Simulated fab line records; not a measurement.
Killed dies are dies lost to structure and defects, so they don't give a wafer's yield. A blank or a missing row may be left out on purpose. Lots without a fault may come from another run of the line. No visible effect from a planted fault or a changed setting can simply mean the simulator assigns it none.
Matching of chambers -- flow sky130 -- SKY_VIA3_CMP_02 on cmp-02 has 4 sister chambers
The step polishes SiO2. 8 wafers are shown with their chamber, then 12 later ones without.

WAFERS WITH THEIR CHAMBER
wafer,chamber,motor_current_A (A)
L084.4,3,11.3
L084.5,3,12.1
L084.6,2,12.8
L087.5,1,14.0
L087.6,0,12.0
L089.1,0,12.0
L089.3,1,13.7
L089.5,2,13.0

WAFERS MISSING THEIR CHAMBER
wafer,motor_current_A (A)
L090.1,12.1
L090.2,11.6
L090.4,12.8
L091.1,11.8
L091.3,14.1
L091.6,12.9
L096.1,11.6
L096.4,12.8
L096.6,14.1
L097.3,11.3
L097.5,12.8
L097.6,12.1

WHICH CHAMBER EACH WENT THROUGH
wafer,from the rows above,in truth
L090.1,can't be placed: 0 or 3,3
L090.2,can't be placed: 3 or 0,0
L090.4,2,2
L091.1,can't be placed: 3 or 0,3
L091.3,1,1
L091.6,2,2
L096.1,can't be placed: 3 or 0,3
L096.4,2,2
L096.6,1,1
L097.3,can't be placed: 3 or 0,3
L097.5,2,2
L097.6,can't be placed: 0 or 3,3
6 of 12 placed correctly. Can't be placed from these rows: 6 (the true chamber is among the candidates in 6). Wrongly placed: 0.
How it was worked out, from the rows above alone: a wafer's distance from a chamber is the root of the sum, over the readings, of the square of ((its reading less the chamber's mean) divided by the reading's scatter). If the next closest chamber is less than 2 further off than the closest, the wafer can't be placed; otherwise it belongs to the closest. Each chamber's mean is taken over the wafers shown for it. The scatter is the square root of a quotient: the sum, over the shown wafers, of each reading's squared deviation from its chamber's mean, divided by wafers minus chambers.
